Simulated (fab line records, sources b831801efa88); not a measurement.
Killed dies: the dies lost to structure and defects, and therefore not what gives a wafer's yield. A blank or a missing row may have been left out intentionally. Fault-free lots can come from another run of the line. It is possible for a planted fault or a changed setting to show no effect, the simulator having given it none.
fab line records	flow gf180mcu
record lots=6	wafers=18	last_day=34
route steps=602 shown NSD@245 PSD@248 SAB@264
lots that met no fault: from a run of the same line without faults
start_h: the number of hours between the record's first day and the start of the first shown wafer of the lot	wait_h: hours elapsed since this lot's preceding step	" repeats the value in the row above	L1.1+2: a row that stands for several wafers	- no value present, or no start provided	* or withheld: withheld	< > ~ a bound
route shown NAME@n: NAME is a module with steps in the file, n the number in the route of the first one	usual: average and standard deviation across the fault-free wafers	same: alike in all rows	chamber/n: place in a boat	sites: readings site by site	_std_site: standard deviation of those values	_edge_site: outer sites' mean less inner sites'	radius_mm: for every site, how far away it sits from the centre of the wafer	mask NAME#n: copy n	behind: the most recent tool/chamber to have shaped the wafer	hold: reason for holding the lot/hours on hold/outcome of the hold	device: transistor that didn't switch, given as n, p or np	end of line: at the end of the route, the tests of the same wafers	step lacking rows: just its recipe	killed: not the wafer's yield, but the dies lost to structure and defects at the first sort	map: a wafer's dies, x killed, . not, _ none there
set.NAME: setting as actually run; set.NAME@STEP: the setting as run at that earlier step	model.NAME: the simulator's own value behind a step, which no gauge read
lots seen at some steps along the route; tables by step, rows by wafer
services: a tool's chamber out of use, with start hour (start_h, from the record's first day; less than 0 if before it), hours out, and reason
## steps
# step GF_NSD_IMPLANT_10
# recipe species=P	energy_kev=40	dose_cm2=5e+14	tilt_deg=7
# step GF_NSD_STRIP_11
# recipe chemistry=O2/N2	power_w=1400	pressure_mtorr=1500	platen_temp_c=250	o2_flow_sccm=3000	n2_flow_sccm=300	overash_fraction=0.5
# usual drypump_motor_current_A=6.1/0.4	heater_power_w=330/53	oes_product_au=0.487/0.0046	platen_temp_c=250.00/0.19	strip_time_to_endpoint_s=22.96/0.046
lot.wafer	tool	chamber	start_h	wait_h	drypump_motor_current_A	heater_power_w	oes_product_au	platen_temp_c	rf_hours_counter_h	strip_time_to_endpoint_s
L833.1	plasma_asher-04	0	309.36	0.1	5.8	418	0.487	249.79	65	22.93
L833.3	"	0	"	"	5.8	421	0.484	249.85	-	22.97
L833.5	"	0	"	"	5.8	416	0.488	249.83	-	22.98
L837.3	plasma_asher-03	1	344.14	0.1	6.6	300	0.491	250.27	-	22.89
L837.4	"	0	"	"	6.4	291	0.485	249.67	-	22.93
L837.5	"	1	"	"	6.6	295	0.485	250.06	-	22.88
L838.3	plasma_asher-03	1	351.36	0.1	6.6	299	0.489	249.93	-	22.96
L838.5	"	0	"	"	6.4	290	0.482	250.25	-	22.99
L838.6	"	1	"	"	6.6	299	0.491	250.07	-	22.99
L844.1	plasma_asher-03	1	398.88	0.1	6.7	298	0.482	249.87	61	23.05
L844.3	"	0	"	"	6.4	287	0.494	250.01	-	23.03
L844.6	"	1	"	"	6.6	299	0.479	250.21	-	22.99
L850.2	plasma_asher-03	1	453.02	0.1	6.6	297	0.482	250.10	66	22.84
L850.3	"	1	"	"	6.6	300	0.487	250.11	-	22.86
L850.4	"	0	"	"	6.4	296	0.488	249.76	-	22.89
L852.2	plasma_asher-04	1	467.08	0.1	5.9	283	0.493	249.89	4	22.97
L852.4	"	1	"	"	5.9	298	0.501	249.83	-	22.96
L852.5	"	0	"	"	5.8	438	0.490	250.33	-	22.96
# step GF_NSD_TW_MEAS_12
# usual NSD_TW=4221/21
lot.wafer	tool	chamber	start_h	wait_h	NSD_TW
L833.1	film_metro-02	-	309.46	0.1	4250
L833.3	"	-	"	"	4252
L833.5	"	-	"	"	4238
L837.3	film_metro-02	-	344.23	0.1	4204
L837.4	"	-	"	"	4209
L837.5	"	-	"	"	4219
L838.3	film_metro-03	-	351.45	0.1	4216
L838.5	"	-	"	"	4238
L838.6	"	-	"	"	4209
L844.1	film_metro-03	-	398.98	0.1	4234
L844.3	"	-	"	"	4223
L844.6	"	-	"	"	4232
L850.2	film_metro-04	-	453.13	0.1	4238
L850.3	"	-	"	"	4234
L850.4	"	-	"	"	4220
L852.2	film_metro-03	-	467.19	0.1	4185
L852.4	"	-	"	"	4179
L852.5	"	-	"	"	4197
# step GF_PSD_DEHYDRATE_00
# recipe temp_c=200	time_s=60
# step GF_PSD_HMDS_01
# recipe prime_time_s=60	prime_temp_c=120
# step GF_PSD_COAT_02
# recipe resist=NOVOLAK	spin_rpm=3000	resist_thk_nm=1000
# step GF_PSD_SOFTBAKE_03
# recipe temp_c=90	time_s=60	resist=NOVOLAK
# step GF_PSD_EXPOSE_04
# recipe mask_id=Pplus	target_cd_nm=400	na=0.6	source_shape=conventional	sigma_outer=0.6	dose_mj=140
# step GF_PSD_PEB_05
# recipe temp_c=withheld	time_s=*	resist=NOVOLAK
# step GF_PSD_DEVELOP_06
# recipe develop_time_s=61.15	dev_temp_c=23
# step GF_PSD_CD_MEAS_07
# recipe target_cd_nm=400
# usual cd_nm=400.7/2.2
lot.wafer	tool	chamber	start_h	wait_h	cd_nm
L833.1	cd_sem-02	-	330.60	0.1	399.8
L833.3	"	-	"	"	401.3
L833.5	"	-	"	"	400.1
L837.3	cd_sem-01	-	366.01	0.1	405.1
L837.4	"	-	"	"	403.4
L837.5	"	-	"	"	402.6
L838.3	cd_sem-02	-	373.04	0.1	400.7
L838.5	"	-	"	"	404.5
L838.6	"	-	"	"	402.3
L844.1	cd_sem-02	-	422.50	0.1	402.3
L844.3	"	-	"	"	401.5
L844.6	"	-	"	"	402.2
L850.2	cd_sem-01	-	477.32	0.1	398.3
L850.3	"	-	"	"	397.7
L850.4	"	-	"	"	398.0
L852.2	cd_sem-02	-	490.72	0.1	400.1
L852.4	"	-	"	"	396.6
L852.5	"	-	"	"	398.5
# step GF_PSD_OVL_MEAS_08
# usual PSD_OVL=0.6/1.2
lot.wafer	tool	chamber	start_h	wait_h	PSD_OVL[nm]
L833.1	overlay-02	-	330.72	0.1	2.3
L833.3	"	-	"	"	2.8
L833.5	"	-	"	"	0.7
L837.3	overlay-01	-	366.10	0.1	-0.6
L837.4	"	-	"	"	0.9
L837.5	"	-	"	"	-0.5
L838.3	overlay-01	-	373.13	0.1	0.9
L838.5	"	-	"	"	2.3
L838.6	"	-	"	"	-0.6
L844.1	overlay-02	-	422.62	0.1	1.8
L844.3	"	-	"	"	0.3
L844.6	"	-	"	"	2.2
L850.2	overlay-02	-	477.43	0.1	0.0
L850.3	"	-	"	"	1.0
L850.4	"	-	"	"	0.2
L852.2	overlay-02	-	490.83	0.1	3.1
L852.4	"	-	"	"	3.0
L852.5	"	-	"	"	1.2
# step GF_PSD_IMPLANT_09
# recipe species=BF2	energy_kev=40	dose_cm2=1.5e+15	tilt_deg=7
# usual beam_energy_keV=40.002/0.01	dose_ions_cm2=1.4996e+15/1.5e+12
lot.wafer	tool	chamber	start_h	wait_h	beam_energy_keV	dose_ions_cm2
L833.1	implanter-01	0	330.76	0.0	39.990	1.5012e+15
L833.3	"	0	"	"	40.008	1.4982e+15
L833.5	"	0	"	"	39.987	1.5007e+15
L837.3	implanter-01	0	366.17	0.1	39.990	1.5558e+15
L837.4	"	0	"	"	40.000	1.5513e+15
L837.5	"	0	"	"	40.007	1.5524e+15
L838.3	implanter-01	0	373.20	0.1	39.973	1.5544e+15
L838.5	"	0	"	"	39.998	1.5529e+15
L838.6	"	0	"	"	39.998	1.5508e+15
L844.1	implanter-02	0	422.65	0.0	40.005	1.4997e+15
L844.3	"	0	"	"	39.998	1.5011e+15
L844.6	"	0	"	"	40.005	1.4976e+15
L850.2	implanter-02	0	477.48	0.0	39.990	1.501e+15
L850.3	"	0	"	"	40.000	1.5021e+15
L850.4	"	0	"	"	40.014	1.4999e+15
L852.2	implanter-01	0	490.88	0.0	39.988	1.4998e+15
L852.4	"	0	"	"	40.018	1.4972e+15
L852.5	"	0	"	"	40.001	1.5019e+15
# step GF_PSD_STRIP_10
# recipe chemistry=O2/N2	power_w=1400	pressure_mtorr=1500	platen_temp_c=250	o2_flow_sccm=3000	n2_flow_sccm=300	overash_fraction=0.5
# usual drypump_motor_current_A=6.26/0.3	heater_power_w=311/44	oes_product_au=0.592/0.0044	platen_temp_c=249.97/0.17	strip_time_to_endpoint_s=16.51/0.038
lot.wafer	tool	chamber	start_h	wait_h	drypump_motor_current_A	heater_power_w	oes_product_au	platen_temp_c	rf_hours_counter_h	strip_time_to_endpoint_s
L833.1	plasma_asher-04	0	330.91	0.1	5.79	422	0.591	250.14	67	16.56
L833.3	"	1	"	"	5.89	284	0.597	249.90	-	16.56
L833.5	"	0	"	"	5.78	411	0.590	250.00	-	16.56
L837.3	plasma_asher-03	0	366.31	0.1	6.43	296	0.588	249.77	-	16.63
L837.4	"	1	"	"	6.62	301	0.593	249.90	-	16.60
L837.5	"	1	"	"	6.63	300	0.597	250.12	-	16.58
L838.3	plasma_asher-01	1	373.34	0.1	6.11	264	0.586	250.00	-	16.60
L838.5	"	1	"	"	6.10	270	0.586	249.97	-	16.64
L838.6	"	0	"	"	6.12	344	0.583	249.91	-	16.58
L844.1	plasma_asher-03	0	422.80	0.1	6.39	295	0.594	250.19	63	16.52
L844.3	"	0	"	"	6.36	286	0.583	250.21	-	16.53
L844.6	"	0	"	"	6.34	291	0.590	250.40	-	16.50
L850.2	plasma_asher-03	1	477.61	0.1	6.65	297	0.592	250.21	68	16.48
L850.3	"	0	"	"	6.41	293	0.590	249.85	-	16.48
L850.4	"	1	"	"	6.59	303	0.586	250.01	-	16.49
L852.2	plasma_asher-03	1	491.01	0.1	6.57	305	0.594	250.00	70	16.51
L852.4	"	1	"	"	6.61	298	0.600	249.81	-	16.53
L852.5	"	0	"	"	6.43	286	0.601	249.77	-	16.54
# step GF_PSD_TW_MEAS_11
# usual PSD_TW=3155/14
lot.wafer	tool	chamber	start_h	wait_h	PSD_TW
L833.1	film_metro-03	-	331.01	0.1	3162
L833.3	"	-	"	"	3172
L833.5	"	-	"	"	3160
L837.3	film_metro-03	-	366.39	0.1	3188
L837.4	"	-	"	"	3186
L837.5	"	-	"	"	3195
L838.3	film_metro-03	-	373.42	0.1	3187
L838.5	"	-	"	"	3191
L838.6	"	-	"	"	3181
L844.1	film_metro-03	-	422.90	0.1	3141
L844.3	"	-	"	"	3144
L844.6	"	-	"	"	3141
L850.2	film_metro-04	-	477.72	0.1	3132
L850.3	"	-	"	"	3132
L850.4	"	-	"	"	3166
L852.2	film_metro-03	-	491.12	0.1	3144
L852.4	"	-	"	"	3131
L852.5	"	-	"	"	3130
# step GF_PSD_CLEAN_12
# recipe chemistry=SC1/SC2	mix=1:4:20	temp_c=70	time_s=150	dry=n2_spin
# step GF_PSD_RTA_13
# recipe temp_c=1025	time_s=20	ambient=N2
# usual lamp_power_pct=36/3	wafer_temp_C_max=1028.6/1.4
lot.wafer	tool	chamber	start_h	wait_h	lamp_power_pct	wafer_temp_C_max
L833.1	rtp_anneal-01	0	331.12	0.0	33	1029.9
L833.3	"	0	"	"	33	1030.2
L833.5	"	0	"	"	33	1030.3
L837.3	rtp_anneal-02	0	366.52	0.0	39	1028.4
L837.4	"	0	"	"	39	1027.7
L837.5	"	0	"	"	39	1028.4
L838.3	rtp_anneal-02	0	373.55	0.0	39	1027.4
L838.5	"	0	"	"	39	1027.5
L838.6	"	0	"	"	39	1027.3
L844.1	rtp_anneal-02	0	423.01	0.0	39	1027.0
L844.3	"	0	"	"	39	1028.0
L844.6	"	0	"	"	39	1027.0
L850.2	rtp_anneal-01	0	477.83	0.0	33	1032.2
L850.3	"	0	"	"	33	1031.2
L850.4	"	0	"	"	33	1029.7
L852.2	rtp_anneal-01	0	491.23	0.0	33	1029.8
L852.4	"	0	"	"	33	1029.6
L852.5	"	0	"	"	33	1029.4
# step GF_PSD_RS_MEAS_14
# recipe thk_meas_gauge=four-point-probe
# usual NSD_RS=46.18/0.075
lot.wafer	tool	chamber	start_h	wait_h	NSD_RS[ohm/sq]
L833.1	film_metro-02	-	331.20	0.1	46.20
L833.3	"	-	"	"	46.20
L833.5	"	-	"	"	46.15
L837.3	film_metro-04	-	366.62	0.1	46.13
L837.4	"	-	"	"	46.08
L837.5	"	-	"	"	46.20
L838.3	film_metro-02	-	373.65	0.1	46.09
L838.5	"	-	"	"	46.32
L838.6	"	-	"	"	46.18
L844.1	film_metro-02	-	423.10	0.1	46.20
L844.3	"	-	"	"	46.38
L844.6	"	-	"	"	46.22
L850.2	film_metro-02	-	477.92	0.1	46.28
L850.3	"	-	"	"	46.19
L850.4	"	-	"	"	46.27
L852.2	film_metro-04	-	491.32	0.1	46.13
L852.4	"	-	"	"	46.19
L852.5	"	-	"	"	46.18
# step GF_PSD_RS_MEAS_15
# recipe thk_meas_gauge=four-point-probe
# usual PSD_RS=108.63/0.24
lot.wafer	tool	chamber	start_h	wait_h	PSD_RS[ohm/sq]
L833.1	film_metro-02	-	331.32	0.1	109.08
L833.3	"	-	"	"	108.77
L833.5	"	-	"	"	108.44
L837.3	film_metro-04	-	366.74	0.1	108.07
L837.4	"	-	"	"	107.76
L837.5	"	-	"	"	107.93
L838.3	film_metro-02	-	373.77	0.1	107.88
L838.5	"	-	"	"	107.89
L838.6	"	-	"	"	107.88
L844.1	film_metro-02	-	423.22	0.1	108.83
L844.3	"	-	"	"	108.62
L844.6	"	-	"	"	108.86
L850.2	film_metro-02	-	478.04	0.1	109.26
L850.3	"	-	"	"	108.83
L850.4	"	-	"	"	108.91
L852.2	film_metro-04	-	491.44	0.1	108.54
L852.4	"	-	"	"	108.62
L852.5	"	-	"	"	108.25
# step GF_SAB_CVD_00
# recipe material=SiO2	target_thk_nm=50	precursor=TEOS	temp_c=400	time_s=4.9302	rf_w=600
# usual heater_power_w=631/76
lot.wafer	tool	chamber	start_h	wait_h	heater_power_w
L833.1	pecvd-03	1	331.44	0.1	525
L833.3	"	2	"	"	636
L833.5	"	2	"	"	635
L837.3	pecvd-04	0	366.82	0.1	591
L837.4	"	2	"	"	717
L837.5	"	1	"	"	662
L838.3	pecvd-04	1	373.85	0.1	615
L838.5	"	1	"	"	608
L838.6	"	2	"	"	710
L844.1	pecvd-04	0	423.34	0.1	608
L844.3	"	1	"	"	617
L844.6	"	1	"	"	639
L850.2	pecvd-03	0	478.14	0.1	742
L850.3	"	1	"	"	487
L850.4	"	0	"	"	739
L852.2	pecvd-04	0	491.54	0.1	608
L852.4	"	2	"	"	679
L852.5	"	1	"	"	717
## services
tool	chamber	start_h	hours	kind
implanter-02	-	291.25	5.2	repair
pecvd-04	-	358.01	1.6	repair
pecvd-03	-	368.88	14.0	pm
pecvd-03	0	368.88	14.0	vent_cycle
pecvd-03	1	368.88	14.0	vent_cycle
pecvd-03	2	368.88	14.0	vent_cycle
implanter-01	-	368.95	1.7	repair
pecvd-04	-	381.07	0.7	repair
implanter-02	-	382.27	2.5	repair
pecvd-03	0	382.88	-	clean
pecvd-03	1	382.88	-	clean
pecvd-03	2	382.88	-	clean
implanter-01	-	408.58	4.7	pm
implanter-02	-	413.83	6.5	repair
plasma_asher-04	-	421.25	9.0	pm
plasma_asher-04	0	421.25	9.0	vent_cycle
plasma_asher-04	1	421.25	9.0	vent_cycle
implanter-02	-	429.87	2.2	repair
plasma_asher-04	0	430.25	-	clean
plasma_asher-04	1	430.25	-	clean
implanter-01	-	441.82	1.6	repair
implanter-02	-	481.40	5.1	pm
## key
first_sign step=GF_PSD_IMPLANT_09	reading=dose_ions_cm2	direction=up	sigmas=36	usual=1.4996e+15	struck=1.5529e+15
effect step=GF_PSD_TW_MEAS_11	reading=PSD_TW	direction=up	sigmas=2.3	usual=3155	struck=3188
effect step=GF_PSD_RS_MEAS_15	reading=PSD_RS	direction=down	sigmas=3	usual=108.63	struck=107.90
met_at GF_PSD_IMPLANT_09
struck_wafers L837.3,L837.4,L837.5,L838.3,L838.5,L838.6
tester_left_out L837,L838
onset_between 330.76 366.17
fault kind=process_parameter_drift	tool=implanter-01	chamber=-	onset_h=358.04	steps=GF_PSD_IMPLANT_09	channel=dose_cm2	offset=5.2293e+13	shape=step	end_h=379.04	acts_in=these_recipes_only	stated=1.5e+15
# tester_left_out: of these lots the tester's yield and bins aren't shown, on N5 and GAA mostly nor the transistor test; their killed dies are dies lost to structure and defects alone, not to doping, threshold or leakage, so they don't give the yield
